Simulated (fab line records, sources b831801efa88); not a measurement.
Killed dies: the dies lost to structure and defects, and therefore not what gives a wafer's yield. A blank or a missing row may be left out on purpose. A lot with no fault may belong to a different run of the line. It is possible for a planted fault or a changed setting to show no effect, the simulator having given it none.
fab line records	flow sfqLine
[record] lots = 13	wafers = 39	lastDay = 86
route steps=325 shown I2@116 I3@145 R5@213
lots untouched by any fault: they come from a run of this same line in which no faults occurred
startH: hours from the record's opening day to when the first of the lot's shown wafers began	waitH: hours since the lot's step before	" identical to the entry in the row above	L1.1+2: several wafers, shown together as one row	- either no value or no given start	* or withheld: withheld	< > ~ a bound
route shown NAME@n: names a module that has steps shown in the file, with the first one's number in the route	usual: mean/standard deviation taken from wafers without a fault	same: alike in all rows	chamber/n: place in a boat	sites: the reading at each site	_std_site: how widely they spread, as a standard deviation	_edge_site: outer sites' mean less inner sites'	radiusMm: for every site, how far away it sits from the centre of the wafer	mask NAME#n: copy n	behind: the most recent tool/chamber to have shaped the wafer	hold: reason for holding the lot/hours on hold/outcome of the hold	device: the transistor (n, p or np) that didn't switch	end of line: tests run on the same wafers once the route is complete	where a step has no rows: the recipe by itself	killed: not the wafer's yield, but the dies lost to structure and defects at the first sort	map: shows each die of a wafer: x if killed, . if not, _ if none is there
set.NAME: the setting the step ran with; set.NAME@STEP: the setting that earlier step ran with	model.NAME: the simulator's own value behind a step, which no gauge read
one table for each step of the route and one row for each wafer, over a sample of lots
services: when a tool's chamber went out of use (startH, in hours from the record's first day, below 0 if earlier), for how many hours, and the reason
[[steps]]
[step SFQ_TRILAYER_I2_VIA_STRIP_STRIP_071]
[recipe] gas = O2	powerW = 200	platenTempC = 40	overashFraction = 0.65	chemistry = O2	pressureMtorr = 50
[usual] drypumpMotorCurrentA = 5.8/0.59	oesProductAu = 0.999/0.0073
lot.wafer	tool	chamber	startH	waitH	drypumpMotorCurrentA	oesProductAu	rfHoursCounterH
L518.3	rieMetal-01	0	606.05	-	5.3	0.991	-
L518.5	"	1	"	"	6.2	1.001	-
L518.6	"	0	"	"	5.3	0.994	-
L520.2	rieMetal-03	1	697.57	-	6.1	0.995	31
L520.3	"	0	"	"	6.7	1.002	-
L520.4	"	1	"	"	6.1	0.990	-
L521.4	rieMetal-01	0	713.53	-	5.3	1.003	-
L521.5	"	0	"	"	5.3	1.009	-
L521.6	"	1	"	"	6.2	0.998	-
L522.1	rieMetal-03	1	724.47	-	6.1	1.004	35
L522.2	"	0	"	"	6.6	0.998	25
L522.6	"	1	"	"	6.1	0.996	-
L523.1	rieMetal-01	1	733.35	-	6.2	0.992	81
L523.4	"	1	"	"	6.2	0.993	-
L523.6	"	0	"	"	5.3	0.992	-
L524.1	rieMetal-01	1	893.75	-	6.2	0.995	108
L524.3	"	0	"	"	5.3	0.990	-
L524.4	"	1	"	"	6.2	0.995	-
L525.1	rieMetal-01	1	902.15	-	6.2	0.992	109
L525.2	"	0	"	"	5.3	0.989	7
L525.3	"	1	"	"	6.2	1.005	-
L526.1	rieMetal-04	0	907.76	-	4.8	1.006	125
L526.5	"	0	"	"	4.8	0.998	-
L526.6	"	1	"	"	5.8	0.995	-
L527.1	rieMetal-01	1	918.56	-	6.2	0.986	113
L527.3	"	0	"	"	5.3	0.998	-
L527.6	"	1	"	"	6.2	0.998	-
L533.1	rieMetal-03	0	985.56	-	6.6	1.018	67
L533.3	"	0	"	"	6.6	1.017	-
L533.4	"	1	"	"	6.1	1.003	-
L536.1	rieMetal-03	1	1106.70	-	6.1	0.991	95
L536.3	"	0	"	"	6.6	0.993	-
L536.4	"	1	"	"	6.1	0.985	-
L537.1	rieMetal-01	1	1110.30	-	6.2	1.000	4
L537.3	"	1	"	"	6.2	0.997	-
L537.4	"	0	"	"	5.3	1.007	-
L538.3	rieMetal-04	1	1112.90	-	5.8	1.000	-
L538.5	"	0	"	"	4.8	1.007	-
L538.6	"	1	"	"	5.8	0.989	-
[step SFQ_TRILAYER_I3_VIA_ETCH_VIA_ETCH_088]
[recipe] target = SiO2	stopOn = Nb	maskMaterial = PR	taperDeg = 20	chemistry = CHF3	targetDepthNm = 260	sourceW = 500	biasW = 80	pressureMtorr = 30	timeS = withheld
[usual] drypumpMotorCurrentA = 5.9/0.47	oesProductAu = 0.853/0.0044
lot.wafer	tool	chamber	startH	waitH	drypumpMotorCurrentA	oesProductAu
L518.3	rieDiel-01	0	816.01	0.0	6.8	0.849
L518.5	"	0	"	"	6.7	0.849
L518.6	"	1	"	"	6.3	0.863
L520.2	rieDiel-02	3	860.34	0.0	5.6	0.858
L520.3	"	2	"	"	5.0	0.856
L520.4	"	1	"	"	6.4	0.854
L521.4	rieDiel-01	2	867.08	0.0	5.5	0.852
L521.5	"	3	"	"	5.8	0.848
L521.6	"	2	"	"	5.5	0.850
L522.1	rieDiel-01	3	878.06	0.0	5.8	0.851
L522.2	"	2	"	"	5.5	0.861
L522.6	"	2	"	"	5.5	0.854
L523.1	rieDiel-01	3	885.15	0.0	5.8	0.857
L523.4	"	1	"	"	6.3	0.850
L523.6	"	3	"	"	5.8	0.853
L524.1	rieDiel-01	3	921.50	0.0	5.8	0.856
L524.3	"	0	"	"	6.7	0.852
L524.4	"	1	"	"	6.3	0.854
L525.1	rieDiel-02	2	937.10	0.0	5.0	0.856
L525.2	"	0	"	"	5.9	0.847
L525.3	"	3	"	"	5.6	0.851
L526.1	rieDiel-01	2	939.50	0.0	5.5	0.852
L526.5	"	3	"	"	5.8	0.854
L526.6	"	0	"	"	6.7	0.853
L527.1	rieDiel-04	1	946.99	0.0	5.5	0.852
L527.3	"	2	"	"	5.9	0.856
L527.6	"	2	"	"	5.9	0.856
L533.1	rieDiel-04	1	1142.59	0.0	5.5	0.856
L533.3	"	2	"	"	5.9	0.856
L533.4	"	3	"	"	5.9	0.849
L536.1	rieDiel-02	2	1150.79	0.0	5.0	0.852
L536.3	"	1	"	"	6.4	0.853
L536.4	"	0	"	"	5.9	0.850
L537.1	rieDiel-01	1	1156.89	0.0	6.3	0.863
L537.3	"	3	"	"	5.8	0.854
L537.4	"	2	"	"	5.5	0.847
L538.3	rieDiel-04	3	1160.49	0.0	5.9	0.853
L538.5	"	2	"	"	5.9	0.848
L538.6	"	3	"	"	5.9	0.849
[step SFQ_TRILAYER_I3_VIA_STRIP_STRIP_089]
[recipe] gas = O2	powerW = 200	platenTempC = 40	overashFraction = 0.65	chemistry = O2	pressureMtorr = 50
[usual] drypumpMotorCurrentA = 6.0/0.54	oesProductAu = 0.999/0.0075
lot.wafer	tool	chamber	startH	waitH	drypumpMotorCurrentA	oesProductAu	rfHoursCounterH
L518.3	rieMetal-03	1	816.33	-	6.1	0.998	-
L518.5	"	1	"	"	6.1	0.998	-
L518.6	"	0	"	"	6.6	1.009	-
L520.2	rieMetal-03	1	860.45	-	6.1	0.989	58
L520.3	"	1	"	"	6.1	0.989	-
L520.4	"	0	"	"	6.6	1.007	-
L521.4	rieMetal-02	0	867.39	-	6.2	1.024	-
L521.5	"	1	"	"	5.1	1.002	-
L521.6	"	0	"	"	6.2	0.999	-
L522.1	rieMetal-04	0	878.17	-	4.8	0.996	123
L522.2	"	1	"	"	5.7	1.003	114
L522.6	"	1	"	"	5.8	1.001	-
L523.1	rieMetal-02	1	885.26	-	5.2	0.991	132
L523.4	"	1	"	"	5.2	1.003	-
L523.6	"	0	"	"	6.1	1.011	-
L524.1	rieMetal-03	1	921.62	-	6.1	0.998	64
L524.3	"	0	"	"	6.6	1.009	-
L524.4	"	1	"	"	6.1	1.000	-
L525.1	rieMetal-03	0	937.22	-	6.6	0.999	59
L525.2	"	1	"	"	6.1	0.994	67
L525.3	"	0	"	"	6.6	1.003	-
L526.1	rieMetal-03	1	939.62	-	6.1	0.994	68
L526.5	"	0	"	"	6.7	1.003	-
L526.6	"	1	"	"	6.1	0.993	-
L527.1	rieMetal-02	0	947.10	-	6.2	1.007	142
L527.3	"	0	"	"	6.2	0.992	-
L527.6	"	0	"	"	6.2	1.006	-
L533.1	rieMetal-03	0	1142.70	-	6.6	0.998	92
L533.3	"	1	"	"	6.1	0.996	-
L533.4	"	0	"	"	6.7	1.004	-
L536.1	rieMetal-02	0	1150.90	-	6.2	0.995	34
L536.3	"	1	"	"	5.2	0.989	-
L536.4	"	0	"	"	6.1	0.990	-
L537.1	rieMetal-03	0	1157.00	-	6.6	1.003	93
L537.3	"	0	"	"	6.6	1.003	-
L537.4	"	1	"	"	6.1	0.986	-
L538.3	rieMetal-03	1	1160.80	-	6.1	0.988	-
L538.5	"	0	"	"	6.6	0.991	-
L538.6	"	1	"	"	6.1	0.978	-
[step SFQ_TRILAYER_R5_DEP_SPUTTER_133]
[recipe] material = MoNx	basePressurePa = 1.33e-06	targetThkNm = 40	powerW = 1000	timeS = 66.7	chamberPressurePa = 0.4
[usual] cathodeDcPowerW = 999.98/0.18	throttleValvePct = 29.8/1.2
[same] timeS = 66.7
lot.wafer	tool	chamber	startH	waitH	cathodeDcPowerW	throttleValvePct
L518.3	pvdSputter-03	-	1119.48	0.0	1000.2	29.8
L518.5	"	-	"	"	999.95	27.5
L518.6	"	-	"	"	999.96	30.0
L520.2	pvdSputter-03	-	1412.82	0.0	999.59	29.8
L520.3	"	-	"	"	1000.1	31.6
L520.4	"	-	"	"	999.80	29.9
L521.4	pvdSputter-05	-	1420.72	0.0	1000.2	30.2
L521.5	"	-	"	"	999.99	30.2
L521.6	"	-	"	"	999.95	30.5
L522.1	pvdSputter-03	-	1431.33	0.0	999.80	31.5
L522.2	"	-	"	"	1000.4	27.6
L522.6	"	-	"	"	1000.0	30.1
L523.1	pvdSputter-03	-	1446.83	0.0	999.89	30.2
L523.4	"	-	"	"	999.98	27.5
L523.6	"	-	"	"	999.83	30.3
L524.1	pvdSputter-03	-	1482.81	0.0	1000.0	27.8
L524.3	"	-	"	"	1000.1	29.9
L524.4	"	-	"	"	999.89	30.4
L525.1	pvdSputter-03	-	1510.35	0.0	1000.1	27.6
L525.2	"	-	"	"	999.89	30.2
L525.3	"	-	"	"	999.87	31.2
L526.1	pvdSputter-04	-	1513.42	0.0	999.65	28.8
L526.5	"	-	"	"	1000.1	28.6
L526.6	"	-	"	"	1000.1	30.4
L527.1	pvdSputter-05	-	1518.22	0.0	1000.0	28.2
L527.3	"	-	"	"	1000.1	30.3
L527.6	"	-	"	"	1000.2	30.2
L533.1	pvdSputter-03	-	1581.46	0.0	1000.4	31.2
L533.3	"	-	"	"	999.94	29.9
L533.4	"	-	"	"	1068.8	27.7
L536.1	pvdSputter-05	-	1593.46	0.0	999.97	30.4
L536.3	"	-	"	"	999.83	30.2
L536.4	"	-	"	"	999.83	28.0
L537.1	pvdSputter-04	-	1596.46	0.0	1000.1	29.1
L537.3	"	-	"	"	1000.1	30.2
L537.4	"	-	"	"	999.87	28.6
L538.3	pvdSputter-05	-	1599.46	0.0	1000.1	30.3
L538.5	"	-	"	"	999.56	30.4
L538.6	"	-	"	"	1000.2	30.3
[step SFQ_R5_RS_MEAS_933]
[recipe] thkMeasGauge = four-point-probe	reads = Ti_of_TRILAYER_R5_DEP_SPUTTER_134+MoNx_of_TRILAYER_R5_DEP_SPUTTER_133+Ti_of_TRILAYER_R5_DEP_SPUTTER_132
[usual] R5_MONX_RS = 7.07/0.057
lot.wafer	tool	chamber	startH	waitH	hold	R5_MONX_RS[ohm/sq]
L518.3	filmMetro-02	-	1119.59	0.0	-	7.10
L518.5	"	-	"	"	-	7.08
L518.6	"	-	"	"	-	7.07
L520.2	filmMetro-04	-	1412.91	0.0	-	7.13
L520.3	"	-	"	"	-	7.08
L520.4	"	-	"	"	-	7.05
L521.4	filmMetro-02	-	1420.85	0.1	-	7.12
L521.5	"	-	"	"	-	7.04
L521.6	"	-	"	"	-	7.08
L522.1	filmMetro-03	-	1431.41	0.0	-	7.11
L522.2	"	-	"	"	-	7.02
L522.6	"	-	"	"	-	7.08
L523.1	filmMetro-03	-	1446.90	0.0	-	7.13
L523.4	"	-	"	"	-	7.02
L523.6	"	-	"	"	-	7.04
L524.1	filmMetro-02	-	1482.88	0.0	-	7.07
L524.3	"	-	"	"	-	6.99
L524.4	"	-	"	"	-	7.05
L525.1	filmMetro-04	-	1510.42	0.0	-	7.04
L525.2	"	-	"	"	-	7.05
L525.3	"	-	"	"	-	7.05
L526.1	filmMetro-04	-	1513.49	0.0	-	7.09
L526.5	"	-	"	"	-	7.15
L526.6	"	-	"	"	-	7.09
L527.1	filmMetro-02	-	1518.29	0.0	-	7.07
L527.3	"	-	"	"	-	7.13
L527.6	"	-	"	"	-	7.11
L533.1	filmMetro-02	-	1581.53	0.0	awaitDispo/0.2h/release	6.98
L533.3	"	-	"	"	awaitDispo/0.2h/release	6.96
L533.4	"	-	"	"	awaitDispo/0.2h/release	6.51
L533.1	filmMetro-02	-	1581.82	0.3	-	6.99
L533.3	"	-	"	"	-	6.97
L533.4	"	-	"	"	-	6.48
L536.1	filmMetro-02	-	1593.53	0.0	-	7.12
L536.3	"	-	"	"	-	7.19
L536.4	"	-	"	"	-	7.15
L537.1	filmMetro-04	-	1596.53	0.0	-	6.98
L537.3	"	-	"	"	-	6.96
L537.4	"	-	"	"	-	7.00
L538.3	filmMetro-02	-	1599.57	0.0	-	6.99
L538.5	"	-	"	"	-	7.10
L538.6	"	-	"	"	-	7.00
[step SFQ_R5_THK_MEAS_934]
[recipe] thkMeasGauge = xrf	reads = MoNx_of_TRILAYER_R5_DEP_SPUTTER_133
[usual] R5_MONX_THK = 39.4/0.37
lot.wafer	tool	chamber	startH	waitH	hold	R5_MONX_THK[nm]
L518.3	filmMetro-02	-	1119.69	0.1	-	39.3
L518.5	"	-	"	"	-	39.4
L518.6	"	-	"	"	-	39.5
L520.2	filmMetro-04	-	1413.02	0.1	-	39.0
L520.3	"	-	"	"	-	39.4
L520.4	"	-	"	"	-	39.7
L521.4	filmMetro-02	-	1420.94	0.1	-	39.3
L521.5	"	-	"	"	-	39.5
L521.6	"	-	"	"	-	39.4
L522.1	filmMetro-03	-	1431.53	0.1	-	38.8
L522.2	"	-	"	"	-	39.3
L522.6	"	-	"	"	-	38.8
L523.1	filmMetro-03	-	1447.02	0.1	-	38.7
L523.4	"	-	"	"	-	39.1
L523.6	"	-	"	"	-	39.2
L524.1	filmMetro-02	-	1483.00	0.1	-	39.5
L524.3	"	-	"	"	-	39.8
L524.4	"	-	"	"	-	39.8
L525.1	filmMetro-04	-	1510.54	0.1	-	39.8
L525.2	"	-	"	"	-	39.7
L525.3	"	-	"	"	-	39.9
L526.1	filmMetro-04	-	1513.61	0.1	-	39.5
L526.5	"	-	"	"	-	39.4
L526.6	"	-	"	"	-	39.4
L527.1	filmMetro-02	-	1518.41	0.1	-	39.7
L527.3	"	-	"	"	-	39.3
L527.6	"	-	"	"	-	39.0
L533.1	filmMetro-02	-	1584.34	2.5	awaitDispo/0.2h/release	40.0
L533.3	"	-	"	"	awaitDispo/0.2h/release	40.3
L533.4	"	-	"	"	awaitDispo/0.2h/release	43.4
L533.1	filmMetro-02	-	1584.56	0.2	-	40.3
L533.3	"	-	"	"	-	40.4
L533.4	"	-	"	"	-	43.3
L536.1	filmMetro-02	-	1593.65	0.1	-	39.5
L536.3	"	-	"	"	-	39.2
L536.4	"	-	"	"	-	39.3
L537.1	filmMetro-04	-	1596.65	0.1	-	39.8
L537.3	"	-	"	"	-	40.2
L537.4	"	-	"	"	-	40.2
L538.3	filmMetro-02	-	1599.67	0.1	-	40.1
L538.5	"	-	"	"	-	39.4
L538.6	"	-	"	"	-	40.0
[[services]]
tool	chamber	startH	hours	kind
pvdSputter-03	-	598.94	8.6	repair
rieMetal-03	-	604.96	0.3	repair
pvdSputter-03	-	614.11	3.7	repair
rieMetal-01	1	616.85	12.0	repair
rieDiel-01	3	617.07	4.8	repair
pvdSputter-03	-	640.58	2.5	repair
rieMetal-01	-	695.73	14.6	pm
rieDiel-01	-	731.31	2.8	pm
rieMetal-01	-	776.70	0.8	repair
rieDiel-01	-	787.69	14.6	pm
pvdSputter-03	-	815.04	1.8	repair
rieMetal-03	0	863.06	8.7	repair
rieMetal-03	1	864.56	7.5	repair
rieMetal-03	1	893.49	1.3	repair
rieDiel-01	1	897.97	7.8	repair
rieDiel-01	2	941.91	12.6	repair
rieMetal-03	-	981.79	0.2	repair
rieMetal-01	1	1004.32	48.7	repair
pvdSputter-03	-	1040.86	0.9	repair
rieMetal-03	-	1085.31	15.8	repair
rieMetal-03	-	1138.70	2.8	pm
rieMetal-03	-	1205.98	1.4	pm
rieMetal-03	1	1396.74	3.9	repair
rieMetal-03	0	1532.72	6.4	repair
[[key]]
[firstSign] step = SFQ_TRILAYER_R5_DEP_SPUTTER_133	reading = cathodeDcPowerW	direction = up	sigmas = 99+	usual = 999.98	struck = 1068.8
[effect] step = SFQ_R5_RS_MEAS_933	reading = visit	direction = added
[effect] step = SFQ_R5_RS_MEAS_933	reading = R5_MONX_RS	direction = down	sigmas = 10	usual = 7.07	struck = 6.51
[effect] step = SFQ_R5_THK_MEAS_934	reading = visit	direction = added
[effect] step = SFQ_R5_THK_MEAS_934	reading = R5_MONX_THK	direction = up	sigmas = 11	usual = 39.4	struck = 43.4
metAt SFQ_TRILAYER_R5_DEP_SPUTTER_133
struckLots L533
struckWafers L533.4
notActingAt SFQ_TRILAYER_I2_VIA_STRIP_STRIP_071,SFQ_TRILAYER_I3_VIA_ETCH_VIA_ETCH_088,SFQ_TRILAYER_I3_VIA_STRIP_STRIP_089
onsetBetween 1510.35 1581.46
[fault] kind = processParameterDrift	tool = pvdSputter-03	chamber = -	onsetH = 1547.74	steps = SFQ_TRILAYER_R5_DEP_SPUTTER_133	channel = powerW	offset = 68.787	shape = step	endH = 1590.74	actsIn = theseRecipesOnly	stated = 1000	scope = struckWafersOnly
